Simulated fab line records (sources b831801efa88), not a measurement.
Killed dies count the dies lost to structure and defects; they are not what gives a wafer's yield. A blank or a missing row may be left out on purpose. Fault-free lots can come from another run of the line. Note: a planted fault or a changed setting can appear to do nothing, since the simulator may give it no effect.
fab line records ; flow gf180mcu
[record] lots = 11; wafers = 33; last_day = 34
route steps=602 shown CONTACT@303 M1@318 V1@358
lots untouched by any fault: they come from a run of this same line in which no faults occurred
start_h: the number of hours between the record's first day and the start of the first shown wafer of the lot ; wait_h: hours from the lot's prior step to this one ; " unchanged from the row above ; L1.1+2: one row covering several wafers at once ; - no value, or no start was given ; * or withheld: withheld ; < > ~ a bound
route shown NAME@n: NAME is a module with steps in the file, n the number in the route of the first one ; usual: the fault-free wafers' mean and standard deviation ; same: alike in all rows ; chamber/n: place in a boat ; sites: readings site by site ; _std_site: standard deviation of those values ; _edge_site: mean of outer sites minus mean of inner sites ; radius_mm: how far each site lies from the wafer's centre ; mask NAME#n: copy n ; behind: the tool/chamber that last shaped the wafer ; hold: cause of the lot's hold/its duration in hours/its outcome ; device: the n, p or np transistor that did not switch ; end of line: tests run on the same wafers once the route is complete ; step lacking rows: just its recipe ; killed: dies that structure and defects cost at the first sort, which is not the same as the wafer's yield ; map: a wafer's dies, marking killed ones x, the rest . and places with no die _
set.NAME: setting as actually run; set.NAME@STEP: the setting as run at that earlier step ; model.NAME: the simulator's own value behind a step, which no gauge read
route steps across a sampled set of lots; one table per step, one row per wafer
services: the hour from which a tool's chamber was out of use, counted from the record's first day as start_h (under 0 if before that day), plus the number of hours and why
[[steps]]
[step GF_CONTACT_ETCH_16]
[recipe] chemistry = N2/H2; target_depth_a = withheld; overetch_a = withheld; time_s = withheld; target = BARC; ion_energy_ev = 200; source_w = 500; bias_w = 100; pressure_mtorr = 30; n2_flow_sccm = 100; h2_flow_sccm = 200
[usual] drypump_motor_current_A = 5.8/0.46; oes_product_au = 0.855/0.0044; throttle_valve_pct = 13.224/0.0082
lot.wafer;tool;chamber;start_h;wait_h;drypump_motor_current_A;oes_product_au;throttle_valve_pct
L897.1;rie_diel-04;3;382.81;0.0;6.0;0.856;13.230
L897.2;rie_diel-04;1;382.81;0.0;6.7;0.860;13.224
L897.6;rie_diel-04;1;382.81;0.0;6.7;0.857;13.227
L898.1;rie_diel-04;2;385.51;0.0;5.1;0.851;13.212
L898.4;rie_diel-04;0;385.51;0.0;6.1;0.851;13.213
L898.6;rie_diel-04;3;385.51;0.0;6.0;0.853;13.232
L899.2;rie_diel-04;3;400.67;0.0;6.0;0.848;13.226
L899.5;rie_diel-04;1;400.67;0.0;6.7;0.849;13.211
L899.6;rie_diel-04;0;400.67;0.0;6.1;0.853;13.232
L903.1;rie_diel-01;1;440.91;0.0;5.8;0.848;13.208
L903.5;rie_diel-01;0;440.91;0.0;5.3;0.863;13.229
L903.6;rie_diel-01;2;440.91;0.0;6.5;0.865;13.223
L904.3;rie_diel-04;2;444.71;0.0;5.2;0.848;13.226
L904.5;rie_diel-04;3;444.71;0.0;6.0;0.856;13.227
L904.6;rie_diel-04;0;444.71;0.0;6.1;0.849;13.221
L905.1;rie_diel-01;0;453.66;0.0;5.3;0.856;13.229
L905.3;rie_diel-01;1;453.66;0.0;5.8;0.854;13.224
L905.5;rie_diel-01;2;453.66;0.0;6.4;0.855;13.218
L908.1;rie_diel-01;3;478.21;0.0;5.7;0.851;13.235
L908.5;rie_diel-01;0;478.21;0.0;5.3;0.859;13.230
L908.6;rie_diel-01;2;478.21;0.0;6.5;0.855;13.215
L909.1;rie_diel-01;1;483.11;0.0;5.8;0.856;13.218
L909.2;rie_diel-01;0;483.11;0.0;5.3;0.847;13.220
L909.4;rie_diel-01;3;483.11;0.0;5.7;0.853;13.230
L915.2;rie_diel-03;0;533.41;0.0;5.7;0.856;13.230
L915.3;rie_diel-03;3;533.41;0.0;5.4;0.847;13.219
L915.5;rie_diel-03;2;533.41;0.0;5.6;0.862;13.231
L917.4;rie_diel-01;1;554.71;0.0;5.8;0.861;13.228
L917.5;rie_diel-01;1;554.71;0.0;5.9;0.858;13.207
L917.6;rie_diel-01;0;554.71;0.0;5.3;0.851;13.234
L918.2;rie_diel-01;3;556.61;0.0;5.7;0.854;13.228
L918.5;rie_diel-01;1;556.61;0.0;5.8;0.855;13.214
L918.6;rie_diel-01;0;556.61;0.0;5.3;0.859;13.214
[step GF_M1_SPUTTER_03]
[recipe] material = Ti; target_thk_nm = 10; substrate_temp_c = 300; chamber_pressure_pa = 0.3; power_w = 3000; time_s = 6.7
[usual] throttle_valve_pct = 29.9/0.82
lot.wafer;tool;chamber;start_h;wait_h;throttle_valve_pct
L897.1;pvd_sputter-02;-;384.13;0.0;31.7
L897.2;pvd_sputter-02;-;384.13;0.0;28.7
L897.6;pvd_sputter-02;-;384.13;0.0;30.1
L898.1;pvd_sputter-03;-;386.82;0.0;29.2
L898.4;pvd_sputter-03;-;386.82;0.0;30.8
L898.6;pvd_sputter-03;-;386.82;0.0;29.3
L899.2;pvd_sputter-03;-;401.99;0.0;30.9
L899.5;pvd_sputter-03;-;401.99;0.0;29.5
L899.6;pvd_sputter-03;-;401.99;0.0;30.6
L903.1;pvd_sputter-04;-;442.21;0.0;30.4
L903.5;pvd_sputter-04;-;442.21;0.0;30.1
L903.6;pvd_sputter-04;-;442.21;0.0;30.3
L904.3;pvd_sputter-02;-;446.02;0.0;28.9
L904.5;pvd_sputter-02;-;446.02;0.0;30.4
L904.6;pvd_sputter-02;-;446.02;0.0;30.5
L905.1;pvd_sputter-03;-;454.97;0.0;29.3
L905.3;pvd_sputter-03;-;454.97;0.0;30.6
L905.5;pvd_sputter-03;-;454.97;0.0;29.8
L908.1;pvd_sputter-04;-;479.52;0.0;30.3
L908.5;pvd_sputter-04;-;479.52;0.0;30.4
L908.6;pvd_sputter-04;-;479.52;0.0;29.1
L909.1;pvd_sputter-03;-;484.41;0.0;30.1
L909.2;pvd_sputter-03;-;484.41;0.0;30.9
L909.4;pvd_sputter-03;-;484.41;0.0;29.6
L915.2;pvd_sputter-04;-;534.72;0.0;30.4
L915.3;pvd_sputter-04;-;534.72;0.0;28.7
L915.5;pvd_sputter-04;-;534.72;0.0;28.5
L917.4;pvd_sputter-02;-;556.01;0.0;30.7
L917.5;pvd_sputter-02;-;556.01;0.0;30.5
L917.6;pvd_sputter-02;-;556.01;0.0;29.0
L918.2;pvd_sputter-04;-;558.20;0.0;30.3
L918.5;pvd_sputter-04;-;558.20;0.0;28.5
L918.6;pvd_sputter-04;-;558.20;0.0;29.1
[step GF_M1_STRIP_17]
[recipe] chemistry = O2/N2; power_w = 1400; pressure_mtorr = 1500; platen_temp_c = 250; o2_flow_sccm = 3000; n2_flow_sccm = 300; overash_fraction = 0.5
[usual] drypump_motor_current_A = 5.6/0.35; heater_power_w = 329/8.5; oes_product_au = 0.557/0.0048; strip_time_to_endpoint_s = 7.86/0.044
lot.wafer;tool;chamber;start_h;wait_h;drypump_motor_current_A;heater_power_w;oes_product_au;rf_hours_counter_h;strip_time_to_endpoint_s
L897.1;plasma_asher-04;1;407.68;0.1;5.6;341;0.558;31;7.90
L897.2;plasma_asher-04;0;407.68;0.1;5.2;332;0.562;31;7.86
L897.6;plasma_asher-04;0;407.68;0.1;5.2;336;0.560;-;7.91
L898.1;plasma_asher-03;1;410.33;0.1;6.2;336;0.567;63;7.89
L898.4;plasma_asher-03;1;410.33;0.1;6.2;326;0.551;-;7.83
L898.6;plasma_asher-03;0;410.33;0.1;5.4;337;0.556;-;7.85
L899.2;plasma_asher-03;0;425.63;0.1;5.4;326;0.558;65;7.77
L899.5;plasma_asher-03;1;425.63;0.1;6.2;337;0.556;-;7.80
L899.6;plasma_asher-03;0;425.63;0.1;5.4;328;0.547;-;7.85
L903.1;plasma_asher-03;0;466.63;0.1;5.4;339;0.555;69;7.90
L903.5;plasma_asher-03;1;466.63;0.1;6.2;331;0.552;-;7.89
L903.6;plasma_asher-03;0;466.63;0.1;5.4;339;0.557;-;7.98
L904.3;plasma_asher-01;0;470.46;0.1;5.5;309;0.558;-;7.87
L904.5;plasma_asher-01;1;470.46;0.1;5.3;323;0.558;-;7.96
L904.6;plasma_asher-01;0;470.46;0.1;5.5;312;0.561;-;7.88
L905.1;plasma_asher-04;1;479.27;0.1;5.6;338;0.556;39;7.84
L905.3;plasma_asher-04;1;479.27;0.1;5.6;337;0.554;-;7.90
L905.5;plasma_asher-04;0;479.27;0.1;5.2;327;0.555;-;7.83
L908.1;plasma_asher-03;0;503.17;0.1;5.4;326;0.560;73;7.83
L908.5;plasma_asher-03;1;503.17;0.1;6.2;338;0.559;-;7.85
L908.6;plasma_asher-03;0;503.17;0.1;5.4;332;0.558;-;7.89
L909.1;plasma_asher-04;1;508.14;0.2;5.6;344;0.555;42;7.80
L909.2;plasma_asher-04;0;508.14;0.2;5.2;327;0.550;42;7.79
L909.4;plasma_asher-04;0;508.14;0.2;5.2;326;0.554;-;7.81
L915.2;plasma_asher-03;1;557.57;0.1;6.3;340;0.553;79;7.80
L915.3;plasma_asher-03;0;557.57;0.1;5.4;332;0.557;-;7.86
L915.5;plasma_asher-03;0;557.57;0.1;5.4;334;0.558;-;7.80
L917.4;plasma_asher-04;1;578.08;0.1;5.6;344;0.554;-;7.84
L917.5;plasma_asher-04;0;578.08;0.1;5.2;336;0.550;-;7.87
L917.6;plasma_asher-04;1;578.08;0.1;5.6;338;0.564;-;7.87
L918.2;plasma_asher-04;1;580.32;0.1;5.6;332;0.564;50;7.79
L918.5;plasma_asher-04;0;580.32;0.1;5.2;334;0.559;-;7.83
L918.6;plasma_asher-04;1;580.32;0.1;5.6;336;0.552;-;7.79
[step GF_V1_CVD_23]
[recipe] material = W; target_thk_nm = 350; time_s = 105.05; temp_c = 400; pressure_torr = 40
[usual] chamber_pressure_Torr = 40.00/0.084; heater_power_outer_w = 539/82; heater_power_w = 865/130
lot.wafer;tool;chamber;start_h;wait_h;chamber_pressure_Torr;heater_power_outer_w;heater_power_w
L897.1;cvd_w-01;0;433.52;0.0;39.99;487;824
L897.2;cvd_w-01;1;433.52;0.0;40.04;559;969
L897.6;cvd_w-01;1;433.52;0.0;40.11;565;991
L898.1;cvd_w-01;0;436.72;0.0;40.03;498;804
L898.4;cvd_w-01;1;436.72;0.0;39.99;562;994
L898.6;cvd_w-01;1;436.72;0.0;39.89;564;995
L899.2;cvd_w-02;0;452.27;0.0;40.10;652;971
L899.5;cvd_w-02;0;452.27;0.0;40.05;642;963
L899.6;cvd_w-02;1;452.27;0.0;40.02;422;676
L903.1;cvd_w-01;0;492.36;0.0;39.77;516;820
L903.5;cvd_w-01;0;492.36;0.0;39.96;502;841
L903.6;cvd_w-01;1;492.36;0.0;39.93;561;992
L904.3;cvd_w-02;1;496.69;0.1;39.92;436;692
L904.5;cvd_w-02;1;496.69;0.1;39.92;424;675
L904.6;cvd_w-02;0;496.69;0.1;40.10;657;960
L905.1;cvd_w-02;0;505.03;0.0;40.09;672;1000
L905.3;cvd_w-02;0;505.03;0.0;39.97;651;970
L905.5;cvd_w-02;0;505.03;0.0;39.96;637;957
L908.1;cvd_w-01;0;528.37;0.0;44.83;508;842
L908.5;cvd_w-01;1;528.37;0.0;39.99;565;961
L908.6;cvd_w-01;0;528.37;0.0;44.74;497;829
L909.1;cvd_w-01;1;533.19;0.0;39.88;568;993
L909.2;cvd_w-01;0;533.19;0.0;44.83;514;846
L909.4;cvd_w-01;1;533.19;0.0;39.74;565;1001
L915.2;cvd_w-02;0;581.84;0.0;39.99;669;990
L915.3;cvd_w-02;1;581.84;0.0;39.94;446;690
L915.5;cvd_w-02;1;581.84;0.0;40.02;432;679
L917.4;cvd_w-02;0;600.62;0.1;40.01;663;957
L917.5;cvd_w-02;1;600.62;0.1;39.87;442;686
L917.6;cvd_w-02;0;600.62;0.1;39.83;655;1021
L918.2;cvd_w-01;1;603.26;0.0;40.09;564;1001
L918.5;cvd_w-01;0;603.26;0.0;39.91;518;846
L918.6;cvd_w-01;1;603.26;0.0;40.22;561;991
[step GF_V1_RS_MEAS_24]
[recipe] thk_meas_gauge = four-point-probe; reads = W_of_V1_CVD_23+TiN_of_V1_SPUTTER_22+Ti_of_V1_SPUTTER_21
[usual] V1_W_RS = 0.328/0.0032
lot.wafer;tool;chamber;start_h;wait_h;V1_W_RS[ohm/sq]
L897.1;film_metro-01;-;433.63;0.1;0.325
L897.2;film_metro-01;-;433.63;0.1;0.330
L897.6;film_metro-01;-;433.63;0.1;0.328
L898.1;film_metro-01;-;436.84;0.1;0.328
L898.4;film_metro-01;-;436.84;0.1;0.327
L898.6;film_metro-01;-;436.84;0.1;0.323
L899.2;film_metro-01;-;452.41;0.1;0.331
L899.5;film_metro-01;-;452.41;0.1;0.327
L899.6;film_metro-01;-;452.41;0.1;0.327
L903.1;film_metro-02;-;492.47;0.1;0.327
L903.5;film_metro-02;-;492.47;0.1;0.329
L903.6;film_metro-02;-;492.47;0.1;0.329
L904.3;film_metro-04;-;496.80;0.1;0.324
L904.5;film_metro-04;-;496.80;0.1;0.331
L904.6;film_metro-04;-;496.80;0.1;0.332
L905.1;film_metro-01;-;505.14;0.1;0.327
L905.3;film_metro-01;-;505.14;0.1;0.329
L905.5;film_metro-01;-;505.14;0.1;0.326
L908.1;film_metro-04;-;528.48;0.1;0.314
L908.5;film_metro-04;-;528.48;0.1;0.330
L908.6;film_metro-04;-;528.48;0.1;0.315
L909.1;film_metro-02;-;533.30;0.1;0.328
L909.2;film_metro-02;-;533.30;0.1;0.312
L909.4;film_metro-02;-;533.30;0.1;0.326
L915.2;film_metro-04;-;581.97;0.1;0.327
L915.3;film_metro-04;-;581.97;0.1;0.328
L915.5;film_metro-04;-;581.97;0.1;0.329
L917.4;film_metro-02;-;600.75;0.1;0.328
L917.5;film_metro-02;-;600.75;0.1;0.329
L917.6;film_metro-02;-;600.75;0.1;0.330
L918.2;film_metro-04;-;603.39;0.1;0.330
L918.5;film_metro-04;-;603.39;0.1;0.335
L918.6;film_metro-04;-;603.39;0.1;0.331
[step GF_V1_THK_MEAS_25]
[recipe] thk_meas_gauge = xrf; reads = W_of_V1_CVD_23
[usual] V1_W_THK = 344/3.6
lot.wafer;tool;chamber;start_h;wait_h;V1_W_THK[nm]
L897.1;film_metro-01;-;433.75;0.1;344
L897.2;film_metro-01;-;433.75;0.1;343
L897.6;film_metro-01;-;433.75;0.1;340
L898.1;film_metro-01;-;436.96;0.1;341
L898.4;film_metro-01;-;436.96;0.1;343
L898.6;film_metro-01;-;436.96;0.1;348
L899.2;film_metro-01;-;452.52;0.1;339
L899.5;film_metro-01;-;452.52;0.1;343
L899.6;film_metro-01;-;452.52;0.1;342
L903.1;film_metro-02;-;492.59;0.1;345
L903.5;film_metro-02;-;492.59;0.1;342
L903.6;film_metro-02;-;492.59;0.1;343
L904.3;film_metro-04;-;496.90;0.1;348
L904.5;film_metro-04;-;496.90;0.1;341
L904.6;film_metro-04;-;496.90;0.1;341
L905.1;film_metro-01;-;505.26;0.1;339
L905.3;film_metro-01;-;505.26;0.1;339
L905.5;film_metro-01;-;505.26;0.1;340
L908.1;film_metro-04;-;528.60;0.1;360
L908.5;film_metro-04;-;528.60;0.1;343
L908.6;film_metro-04;-;528.60;0.1;359
L909.1;film_metro-02;-;533.42;0.1;347
L909.2;film_metro-02;-;533.42;0.1;365
L909.4;film_metro-02;-;533.42;0.1;347
L915.2;film_metro-04;-;582.08;0.1;345
L915.3;film_metro-04;-;582.08;0.1;345
L915.5;film_metro-04;-;582.08;0.1;341
L917.4;film_metro-02;-;600.84;0.1;348
L917.5;film_metro-02;-;600.84;0.1;347
L917.6;film_metro-02;-;600.84;0.1;345
L918.2;film_metro-04;-;603.50;0.1;340
L918.5;film_metro-04;-;603.50;0.1;335
L918.6;film_metro-04;-;603.50;0.1;339
[[services]]
tool;chamber;start_h;hours;kind
rie_diel-01;3;361.66;2.4;repair
pvd_sputter-02;-;372.80;7.3;repair
cvd_w-02;-;380.03;1.4;repair
cvd_w-01;-;390.00;14.0;pm
rie_diel-01;0;390.27;2.8;repair
plasma_asher-03;-;393.18;3.2;repair
rie_diel-01;-;395.51;2.8;pm
plasma_asher-04;-;395.55;6.4;repair
rie_diel-01;1;407.05;11.8;repair
cvd_w-01;-;414.03;6.9;pm
pvd_sputter-03;-;417.47;2.4;repair
cvd_w-01;-;424.43;0.3;repair
rie_diel-04;1;447.56;6.1;repair
rie_diel-04;-;470.57;14.6;pm
rie_diel-01;1;476.92;1.5;repair
rie_diel-01;-;476.98;0.7;repair
rie_diel-04;2;488.63;9.1;repair
cvd_w-02;-;498.54;0.9;repair
plasma_asher-04;-;523.97;1.6;repair
rie_diel-01;3;542.76;3.3;repair
pvd_sputter-04;-;549.36;1.3;repair
rie_diel-01;0;575.98;15.7;repair
plasma_asher-03;-;577.25;18.3;repair
rie_diel-01;0;593.46;12.1;repair
[[key]]
[first_sign] step = GF_V1_CVD_23; reading = chamber_pressure_Torr; direction = up; sigmas = 57; usual = 40.00; struck = 44.80
[effect] step = GF_V1_RS_MEAS_24; reading = V1_W_RS; direction = down; sigmas = 4.4; usual = 0.328; struck = 0.314
[effect] step = GF_V1_THK_MEAS_25; reading = V1_W_THK; direction = up; sigmas = 4.8; usual = 344; struck = 361
met_at GF_V1_CVD_23
struck_lots L908,L909
struck_wafers L908.1,L908.6,L909.2
not_acting_at GF_CONTACT_ETCH_16,GF_M1_SPUTTER_03,GF_M1_STRIP_17
onset_between 492.36 528.37
[fault] kind = process_parameter_drift; tool = cvd_w-01; chamber = 0; onset_h = 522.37; steps = GF_V1_CVD_23; channel = pressure_torr; offset = 4.7861; shape = step; end_h = 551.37; acts_in = these_recipes_only; stated = 40
